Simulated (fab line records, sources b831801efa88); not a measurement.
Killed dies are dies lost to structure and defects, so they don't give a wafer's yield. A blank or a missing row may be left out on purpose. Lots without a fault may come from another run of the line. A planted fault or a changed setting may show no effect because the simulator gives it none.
fab line records | flow sky130
record lots=6 wafers=17 last_day=50
route steps=708 shown VIA1@473 METAL2@483
lots that met no fault: from a run of the same line without faults
start_h: hours from the record's first day to the start of the lot's first wafer shown | wait_h: hours since the lot's step before | " the same as in the row above | L1.1+2: a row that stands for several wafers | - no value, or no start given | * or withheld: withheld | < > ~ a bound
route shown NAME@n: a module of which the file shows steps, and the number in the route of the first | usual: mean/standard deviation of fault-free wafers | same: alike in all rows | chamber/n: place in a boat | sites: the reading at each site | _std_site: their standard deviation | _edge_site: outer sites' mean less inner sites' | radius_mm: how far each site lies from the wafer's centre | mask NAME#n: copy n | behind: the tool/chamber that last shaped the wafer | hold: why the lot was held/for how many hours/how that ended | device: the transistor (n, p or np) that didn't switch | end of line: the same wafers' tests at the end of the route | a step without rows: its recipe alone | killed: dies lost to structure and defects at the first sort, not the wafer's yield | map: a wafer's dies, x killed, . not, _ none there
set.NAME: the setting as run; set.NAME@STEP: as run at that earlier step | model.NAME: the simulator's own value behind a step, which no gauge read
lots at some steps of the route; a table a step, a row a wafer
services: from which hour (start_h, from the record's first day; less than 0 if before it) a tool's chamber was out of use, for how many hours, and why
## steps
# step SKY_VIA1_ETCH_15
# recipe target=SiO2 chemistry=C4F8/O2/Ar target_depth_nm=351 stop_on=TiN mask_material=KrF-thick source_w=1500 bias_w=1200 pressure_mtorr=40 c4f8_flow_sccm=withheld O2_flow_sccm=6 Ar_flow_sccm=300 time_s=54
# usual bias_w=1200/3.9 oes_product_au=0.982/0.0051
# columns lot.wafer tool chamber start_h wait_h bias_w oes_product_au rf_hours_counter_h
L969.2 rie_diel-03 2 827.34 0.0 1200 0.987 13
L969.4 " 0 " " 1193 0.983 21
L969.6 " 0 " " 1200 0.985 -
L973.2 rie_diel-02 0 856.09 0.0 1202 0.984 9
L973.3 " 1 " " 1204 0.979 1
L973.4 " 2 " " 1196 0.978 6
L975.2 rie_diel-01 0 876.65 0.0 1200 0.982 19
L975.3 " 1 " " 1200 0.978 21
L978.1 rie_diel-02 3 895.60 0.0 1201 0.980 21
L978.2 " 2 " " 1196 0.981 8
L978.3 " 1 " " 1195 0.976 2
L986.2 rie_diel-01 3 945.45 0.0 1196 0.993 15
L986.4 " 1 " " 1199 0.984 23
L986.6 " 2 " " 1204 0.983 -
L987.3 rie_diel-01 0 951.49 0.0 1197 0.986 20
L987.4 " 1 " " 1192 0.981 23
L987.5 " 0 " " 1200 0.977 -
# step SKY_VIA1_STRIP_16
# recipe chemistry=O2/N2 power_w=1400 pressure_mtorr=1500 platen_temp_c=withheld o2_flow_sccm=3000 n2_flow_sccm=300 overash_fraction=0.5
# usual drypump_motor_current_A=5.3/0.51 oes_product_au=0.416/0.0049 strip_time_to_endpoint_s=4.465/0.02
# columns lot.wafer tool chamber start_h wait_h drypump_motor_current_A oes_product_au rf_hours_counter_h strip_time_to_endpoint_s
L969.2 plasma_asher-01 1 827.38 0.0 5.7 0.412 8 4.509
L969.4 " 1 " " 5.7 0.413 - 4.474
L969.6 " 0 " " 5.9 0.414 - 4.467
L973.2 plasma_asher-02 0 856.13 0.0 4.8 0.421 99 4.458
L973.3 " 1 " " 4.8 0.413 - 4.459
L973.4 " 0 " " 4.8 0.415 - 4.466
L975.2 plasma_asher-03 0 876.70 0.0 6.1 0.420 79 4.442
L975.3 " 1 " " 5.0 0.420 - 4.487
L978.1 plasma_asher-01 0 895.65 0.0 5.9 0.420 15 4.466
L978.2 " 1 " " 5.7 0.426 15 4.458
L978.3 " 1 " " 5.7 0.413 - 4.451
L986.2 plasma_asher-02 1 945.50 0.0 4.8 0.415 107 4.458
L986.4 " 0 " " 4.8 0.412 - 4.451
L986.6 " 0 " " 4.8 0.414 - 4.460
L987.3 plasma_asher-03 1 951.57 0.1 5.0 0.417 - 4.432
L987.4 " 0 " " 6.1 0.413 - 4.430
L987.5 " 1 " " 5.0 0.415 - 4.451
# step SKY_VIA1_STRIP_17
# recipe chemistry=post_etch_residue_remover time_s=1200 temp_c=72.5
# step SKY_VIA1_CLEAN_18
# recipe chemistry=IPA time_s=180 temp_c=25
# step SKY_VIA1_CLEAN_19
# recipe chemistry=O3/DIW dry=n2_spin
# step SKY_VIA1_SPUTTER_20
# recipe material=TiN target_thk_nm=20 chamber_pressure_pa=5 power_w=4000 time_s=80
# step SKY_VIA1_CVD_21
# recipe material=W target_thk_nm=270 time_s=80.902 temp_c=400 pressure_torr=40
# step SKY_VIA1_RS_MEAS_22
# recipe thk_meas_gauge=four-point-probe reads=W_of_VIA1_CVD_21+TiN_of_VIA1_SPUTTER_20
# usual VIA1_W_RS=0.428/0.0046
# columns lot.wafer tool chamber start_h wait_h VIA1_W_RS[ohm/sq]
L969.2 film_metro-02 - 828.19 0.1 0.437
L969.4 " - " " 0.434
L969.6 " - " " 0.430
L973.2 film_metro-04 - 856.96 0.1 0.428
L973.3 " - " " 0.432
L973.4 " - " " 0.424
L975.2 film_metro-03 - 877.47 0.1 0.427
L975.3 " - " " 0.431
L978.1 film_metro-03 - 896.81 0.1 0.423
L978.2 " - " " 0.423
L978.3 " - " " 0.424
L986.2 film_metro-04 - 946.36 0.1 0.430
L986.4 " - " " 0.424
L986.6 " - " " 0.426
L987.3 film_metro-02 - 952.36 0.1 0.422
L987.4 " - " " 0.429
L987.5 " - " " 0.427
# step SKY_VIA1_THK_MEAS_23
# recipe thk_meas_gauge=xrf reads=W_of_VIA1_CVD_21
# usual VIA1_W_THK=272/3.3
# columns lot.wafer tool chamber start_h wait_h VIA1_W_THK[nm]
L969.2 film_metro-02 - 828.30 0.1 265
L969.4 " - " " 269
L969.6 " - " " 271
L973.2 film_metro-04 - 857.07 0.1 273
L973.3 " - " " 270
L973.4 " - " " 275
L975.2 film_metro-03 - 877.58 0.1 271
L975.3 " - " " 268
L978.1 film_metro-03 - 896.93 0.1 274
L978.2 " - " " 272
L978.3 " - " " 274
L986.2 film_metro-04 - 946.47 0.1 273
L986.4 " - " " 276
L986.6 " - " " 276
L987.3 film_metro-02 - 952.46 0.1 272
L987.4 " - " " 269
L987.5 " - " " 269
# step SKY_VIA1_CMP_24
# recipe stop_on=SiO2 t_overpolish_s=15 down_force_psi=3.5 platen_rpm=60 target_thk_nm=0 pad_velocity_m_s=0.94248
# step SKY_METAL2_SPUTTER_00
# recipe material=Ti target_thk_nm=15 power_w=3000 time_s=10 chamber_pressure_pa=0.4
# step SKY_METAL2_SPUTTER_01
# recipe material=TiN target_thk_nm=20 power_w=6500 time_s=16.7 chamber_pressure_pa=0.4
# step SKY_METAL2_SPUTTER_02
# recipe material=AlCu target_thk_nm=250 power_w=10600 time_s=13.3 chamber_pressure_pa=0.4
# usual throttle_valve_pct=29.9/1.1
# columns lot.wafer tool chamber start_h wait_h throttle_valve_pct model.AlCu_of_METAL2_SPUTTER_02.thk_nm
L969.2 pvd_sputter-04 - 828.70 0.0 29.2 248.8
L969.4 " - " " 28.1 248.8
L969.6 " - " " 29.2 249.3
L973.2 pvd_sputter-01 - 857.46 0.0 30.4 247.3
L973.3 " - " " 28.9 483.7
L973.4 " - " " 29.8 247.1
L975.2 pvd_sputter-01 - 877.98 0.0 29.4 251.5
L975.3 " - " " 30.4 484.5
L978.1 pvd_sputter-04 - 897.34 0.0 28.0 248.8
L978.2 " - " " 30.2 248
L978.3 " - " " 32.4 249.4
L986.2 pvd_sputter-04 - 946.86 0.0 28.3 251.5
L986.4 " - " " 28.8 252.5
L986.6 " - " " 30.0 252.3
L987.3 pvd_sputter-01 - 952.85 0.0 28.9 245.5
L987.4 " - " " 30.4 248.5
L987.5 " - " " 30.6 247
# step SKY_METAL2_SPUTTER_03
# recipe material=Ti target_thk_nm=5 power_w=3000 time_s=3.3 chamber_pressure_pa=0.4
# step SKY_METAL2_SPUTTER_04
# recipe material=TiN target_thk_nm=70 power_w=6500 time_s=58.3 chamber_pressure_pa=0.4
# step SKY_METAL2_RS_MEAS_05
# recipe thk_meas_gauge=four-point-probe reads=TiN_of_METAL2_SPUTTER_04+Ti_of_METAL2_SPUTTER_03+AlCu_of_METAL2_SPUTTER_02+TiN_of_METAL2_SPUTTER_01+Ti_of_METAL2_SPUTTER_00
# usual METAL2_ALCU_RS=0.1272/0.0011
# columns lot.wafer tool chamber start_h wait_h hold METAL2_ALCU_RS[ohm/sq]
L969.2 film_metro-01 - 828.81 0.0 - 0.1277
L969.4 " - " " - 0.1276
L969.6 " - " " - 0.1271
L973.2 film_metro-03 - 857.58 0.0 await_dispo/0.2h/release 0.1280
L973.3 " - " " await_dispo/0.2h/release 0.0647
L973.4 " - " " await_dispo/0.2h/release 0.1279
L973.2 film_metro-03 - 857.91 0.3 - 0.1280
L973.3 " - " " - 0.0647
L973.4 " - " " - 0.1282
L975.2 film_metro-02 - 878.09 0.0 await_dispo/0.2h/release 0.1257
L975.3 " - " " await_dispo/0.2h/release 0.0645
L975.2 film_metro-02 - 878.38 0.3 - 0.1256
L975.3 " - " " - 0.0647
L978.1 film_metro-03 - 897.43 0.0 - 0.1270
L978.2 " - " " - 0.1279
L978.3 " - " " - 0.1265
L986.2 film_metro-02 - 946.98 0.0 - 0.1258
L986.4 " - " " - 0.1251
L986.6 " - " " - 0.1254
L987.3 film_metro-01 - 952.99 0.1 - 0.1293
L987.4 " - " " - 0.1279
L987.5 " - " " - 0.1286
# step SKY_METAL2_THK_MEAS_06
# recipe thk_meas_gauge=xrf reads=AlCu_of_METAL2_SPUTTER_02
# usual METAL2_ALCU_THK=250.9/2.2
# columns lot.wafer tool chamber start_h wait_h hold METAL2_ALCU_THK[nm]
L969.2 film_metro-01 - 828.92 0.1 - 251.8
L969.4 " - " " - 252.6
L969.6 " - " " - 252.0
L973.2 film_metro-03 - 861.04 3.1 await_dispo/0.2h/release 250.6
L973.3 " - " " await_dispo/0.2h/release 484.4
L973.4 " - " " await_dispo/0.2h/release 249.1
L973.2 film_metro-03 - 861.26 0.2 - 248.7
L973.3 " - " " - 490.6
L973.4 " - " " - 251.9
L975.2 film_metro-02 - 880.53 2.1 await_dispo/0.2h/release 252.9
L975.3 " - " " await_dispo/0.2h/release 483.0
L975.2 film_metro-02 - 880.81 0.3 - 251.2
L975.3 " - " " - 488.3
L978.1 film_metro-03 - 897.55 0.1 - 251.1
L978.2 " - " " - 250.0
L978.3 " - " " - 252.6
L986.2 film_metro-02 - 947.09 0.1 - 253.1
L986.4 " - " " - 253.9
L986.6 " - " " - 252.5
L987.3 film_metro-01 - 953.09 0.1 - 247.7
L987.4 " - " " - 252.0
L987.5 " - " " - 250.3
# step SKY_METAL2_HMDS_08
# recipe prime_time_s=60 prime_temp_c=120
# step SKY_METAL2_COAT_09
# recipe resist=BARC temp_c=withheld time_s=withheld spin_rpm=3000 resist_thk_nm=60
# step SKY_METAL2_COAT_10
# recipe resist=KrF-thick spin_rpm=3000 resist_thk_nm=450
# step SKY_METAL2_SOFTBAKE_11
# recipe temp_c=100 time_s=90 resist=KrF-thick
# step SKY_METAL2_EXPOSE_12
# recipe mask_id=MM2 na=0.8 source_shape=annular sigma_inner=0.55 sigma_outer=0.85 target_cd_nm=140 dose_mj=28
# step SKY_METAL2_PEB_13
# recipe peb_temp_c=withheld peb_time_s=withheld resist=KrF-thick
# step SKY_METAL2_DEVELOP_14
# recipe develop_time_s=60 resist=KrF-thick dev_temp_c=21
# step SKY_METAL2_CD_MEAS_15
# recipe target_cd_nm=140
# usual cd_nm=139.9/1.3
# columns lot.wafer tool chamber start_h wait_h cd_nm
L969.2 cd_sem-01 - 855.11 - 141.4
L969.4 " - " " 141.5
L969.6 " - " " 142.7
L973.2 cd_sem-02 - 883.43 - 141.3
L973.3 " - " " 140.0
L973.4 " - " " 140.3
L975.2 cd_sem-01 - 903.03 - 140.3
L975.3 " - " " 139.5
L978.1 cd_sem-01 - 921.84 - 140.7
L978.2 " - " " 140.5
L978.3 " - " " 139.4
L986.2 cd_sem-01 - 970.51 - 140.7
L986.4 " - " " 140.7
L986.6 " - " " 140.8
L987.3 cd_sem-02 - 975.73 - 140.3
L987.4 " - " " 138.5
L987.5 " - " " 138.1
# step SKY_METAL2_OVL_MEAS_16
# usual METAL2_OVL=-1/5.3
# columns lot.wafer tool chamber start_h wait_h METAL2_OVL[nm]
L969.2 overlay-01 - 855.21 0.1 2
L969.4 " - " " 7
L969.6 " - " " 4
L973.2 overlay-02 - 883.53 0.1 -9
L973.3 " - " " -6
L973.4 " - " " -9
L975.2 overlay-01 - 903.13 0.1 4
L975.3 " - " " 3
L978.1 overlay-01 - 921.96 0.1 2
L978.2 " - " " -3
L978.3 " - " " -6
L986.2 overlay-01 - 970.61 0.1 -3
L986.4 " - " " -7
L986.6 " - " " -4
L987.3 overlay-01 - 975.82 0.1 1
L987.4 " - " " 3
L987.5 " - " " 9
# step SKY_METAL2_DESCUM_17
# recipe chemistry=O2 source_power_w=150 bias_power_w=0 pressure_mtorr=10 temp_c=40 time_s=8
# usual drypump_motor_current_A=5.6/0.39 oes_product_au=0.995/0.0075
# same bias_power_w=0
# columns lot.wafer tool chamber start_h wait_h drypump_motor_current_A oes_product_au rf_hours_counter_h
L969.2 rie_metal-01 1 855.24 0.0 5.7 1.001 19
L969.4 " 1 " " 5.7 1.008 -
L969.6 " 1 " " 5.8 1.002 -
L973.2 rie_metal-02 1 883.56 0.0 5.2 1.001 15
L973.3 " 0 " " 5.8 0.987 -
L973.4 " 1 " " 5.2 1.000 -
L975.2 rie_metal-02 0 903.16 0.0 5.8 0.991 5
L975.3 " 0 " " 5.8 0.992 -
L978.1 rie_metal-03 0 921.99 0.0 5.7 0.989 8
L978.2 " 1 " " 6.2 1.001 11
L978.3 " 1 " " 6.2 0.994 -
L986.2 rie_metal-02 1 970.64 0.0 5.2 0.997 1
L986.4 " 0 " " 5.8 0.991 -
L986.6 " 1 " " 5.2 0.989 -
L987.3 rie_metal-01 1 975.85 0.0 5.7 0.995 -
L987.4 " 0 " " 4.9 1.002 -
L987.5 " 0 " " 4.9 1.004 -
# step SKY_METAL2_ETCH_18
# recipe chemistry=N2/H2 target=BARC ion_energy_ev=200 bias_w=100 pressure_mtorr=30 n2_flow_sccm=100 h2_flow_sccm=200 icp_w=500 stop_on=SiO2 time_s=45.9 target_depth_a=600
# usual bias_w=99.9/0.32 drypump_motor_current_A=5.6/0.39 oes_product_au=0.855/0.004 throttle_valve_pct=13.225/0.0089
# columns lot.wafer tool chamber start_h wait_h bias_w drypump_motor_current_A oes_product_au rf_hours_counter_h throttle_valve_pct
L969.2 rie_metal-01 1 855.28 0.0 100.1 5.7 0.857 19 13.206
L969.4 " 1 " " 100.5 5.8 0.857 - 13.227
L969.6 " 1 " " 100.0 5.8 0.846 - 13.231
L973.2 rie_metal-02 1 883.60 0.0 99.7 5.2 0.853 15 13.229
L973.3 " 0 " " 100.3 5.8 0.863 - 13.236
L973.4 " 1 " " 99.3 5.2 0.855 - 13.210
L975.2 rie_metal-02 0 903.19 0.0 99.7 5.8 0.860 5 13.207
L975.3 " 0 " " 99.3 5.8 0.857 - 13.209
L978.1 rie_metal-03 0 922.03 0.0 99.8 5.7 0.853 8 13.237
L978.2 " 1 " " 100.2 6.2 0.861 11 13.216
L978.3 " 1 " " 100.1 6.2 0.856 - 13.220
L986.2 rie_metal-02 1 970.68 0.0 99.6 5.2 0.853 1 13.216
L986.4 " 0 " " 99.9 5.8 0.856 - 13.229
L986.6 " 1 " " 99.9 5.2 0.853 - 13.210
L987.3 rie_metal-01 1 975.90 0.0 100.5 5.7 0.849 - 13.220
L987.4 " 0 " " 99.7 4.9 0.853 - 13.217
L987.5 " 0 " " 99.9 4.9 0.855 - 13.236
# step SKY_METAL2_METAL_ETCH_19
# recipe target_depth_a=3600 stop_on=SiO2 over_etch_frac=0.3 time_s=78 chemistry=Cl2/BCl3 resist_sidewall_deg=88 pressure_mtorr=10 icp_w=900 bias_w=48.5 Cl2_flow_sccm=60 bcl3_flow_sccm=30
# usual bias_w=48.51/0.15 drypump_motor_current_A=5.6/0.39 oes_product_au=0.852/0.0057 throttle_valve_pct=22.264/0.0095
# columns lot.wafer tool chamber start_h wait_h bias_w drypump_motor_current_A oes_product_au rf_hours_counter_h throttle_valve_pct
L969.2 rie_metal-01 1 855.34 0.0 48.48 5.7 0.847 19 22.251
L969.4 " 1 " " 48.45 5.7 0.848 - 22.265
L969.6 " 1 " " 48.35 5.7 0.859 - 22.274
L973.2 rie_metal-02 1 883.69 0.1 48.55 5.2 0.841 15 22.278
L973.3 " 0 " " 48.42 5.8 0.981 - 22.257
L973.4 " 1 " " 48.32 5.2 0.850 - 22.264
L975.2 rie_metal-02 0 903.26 0.0 48.72 5.8 0.855 5 22.271
L975.3 " 0 " " 48.56 5.8 0.985 - 22.278
L978.1 rie_metal-03 0 922.09 0.0 48.57 5.8 0.853 8 22.273
L978.2 " 1 " " 48.52 6.2 0.847 11 22.270
L978.3 " 1 " " 48.47 6.2 0.850 - 22.257
L986.2 rie_metal-02 1 970.74 0.0 48.31 5.2 0.857 1 22.276
L986.4 " 0 " " 48.37 5.8 0.858 - 22.266
L986.6 " 1 " " 48.48 5.2 0.856 - 22.266
L987.3 rie_metal-01 1 975.97 0.1 48.39 5.7 0.846 - 22.271
L987.4 " 0 " " 48.38 4.9 0.841 - 22.283
L987.5 " 0 " " 48.36 4.9 0.842 - 22.256
# step SKY_METAL2_STRIP_20
# recipe chemistry=O2/N2 power_w=1400 pressure_mtorr=1500 platen_temp_c=withheld o2_flow_sccm=3000 n2_flow_sccm=300 overash_fraction=0.5
# usual drypump_motor_current_A=5.6/0.45 oes_product_au=0.344/0.0048 strip_time_to_endpoint_s=2.73/0.034
# columns lot.wafer tool chamber start_h wait_h drypump_motor_current_A oes_product_au rf_hours_counter_h strip_time_to_endpoint_s
L969.2 plasma_asher-04 1 855.43 0.1 5.3 0.352 43 2.69
L969.4 " 1 " " 5.3 0.345 - 2.72
L969.6 " 1 " " 5.3 0.334 - 2.69
L973.2 plasma_asher-04 0 883.81 0.1 5.4 0.349 46 2.73
L973.3 " 1 " " 5.3 0.345 - 2.77
L973.4 " 0 " " 5.4 0.345 - 2.73
L975.2 plasma_asher-03 1 903.35 0.1 5.0 0.343 81 2.77
L975.3 " 0 " " 6.1 0.340 - 2.75
L978.1 plasma_asher-03 0 922.18 0.1 6.1 0.339 84 2.75
L978.2 " 1 " " 5.0 0.336 84 2.76
L978.3 " 0 " " 6.1 0.346 - 2.77
L986.2 plasma_asher-04 1 970.83 0.1 5.3 0.346 54 2.73
L986.4 " 0 " " 5.4 0.344 - 2.75
L986.6 " 1 " " 5.3 0.339 - 2.73
L987.3 plasma_asher-03 1 976.06 0.1 4.9 0.342 - 2.67
L987.4 " 0 " " 6.2 0.348 - 2.73
L987.5 " 1 " " 4.9 0.343 - 2.71
## services
# columns tool chamber start_h hours kind
plasma_asher-02 - 809.08 1.4 repair
rie_metal-01 - 809.35 2.8 pm
rie_diel-01 3 813.41 4.5 repair
rie_diel-02 - 840.04 3.4 repair
rie_diel-01 2 846.09 5.6 repair
rie_metal-01 1 860.93 - clean
rie_metal-01 1 860.93 18.2 scheduled_down
rie_metal-01 1 860.93 18.2 vent_cycle
rie_diel-02 - 862.09 0.6 repair
rie_diel-03 1 873.78 6.6 repair
rie_metal-01 0 877.50 3.4 repair
rie_metal-01 - 883.99 6.0 repair
plasma_asher-04 - 889.64 0.5 repair
rie_diel-02 1 908.29 15.2 repair
rie_diel-01 - 911.94 0.7 repair
rie_diel-01 2 917.34 16.8 repair
rie_metal-02 1 927.69 - clean
rie_metal-02 1 927.69 17.4 scheduled_down
rie_metal-02 1 927.69 17.4 vent_cycle
pvd_sputter-04 1 945.45 - consumable_replace:kit
pvd_sputter-04 1 945.45 18.0 scheduled_down
rie_diel-01 3 957.04 31.2 repair
plasma_asher-01 - 964.92 2.0 repair
rie_diel-03 1 970.18 14.6 repair
## key
first_sign step=SKY_METAL2_RS_MEAS_05 reading=visit direction=added
effect step=SKY_METAL2_RS_MEAS_05 reading=METAL2_ALCU_RS direction=down sigmas=57 usual=0.1272 struck=0.0646
effect step=SKY_METAL2_THK_MEAS_06 reading=visit direction=added
effect step=SKY_METAL2_THK_MEAS_06 reading=METAL2_ALCU_THK direction=up sigmas=99+ usual=250.9 struck=483.7
effect step=SKY_METAL2_METAL_ETCH_19 reading=oes_product_au direction=up sigmas=23 usual=0.852 struck=0.983
model_effect step=SKY_METAL2_SPUTTER_02 value=AlCu_of_METAL2_SPUTTER_02.thk_nm without=249.3 struck=484.1
met_at SKY_METAL2_SPUTTER_02
struck_wafers L973.3,L975.3
later_rows_left_out L973.3,L975.3
sort_left_out L973.3,L975.3
fault kind=process_parameter_drift tool=pvd_sputter-01 chamber=- onset_h=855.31 steps=SKY_METAL2_SPUTTER_02 channel=target_thk_nm offset=234.84 shape=step end_h=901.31 scope=struck_wafers_only acts_in=these_recipes_only stated=250
# sort_left_out: the simulated sort isn't trusted on such a fault, so these wafers' sort isn't shown, and their yield isn't known
# later_rows_left_out: the simulator's readings of these wafers behind a module that went badly wrong aren't trusted and aren't shown, but for the sort
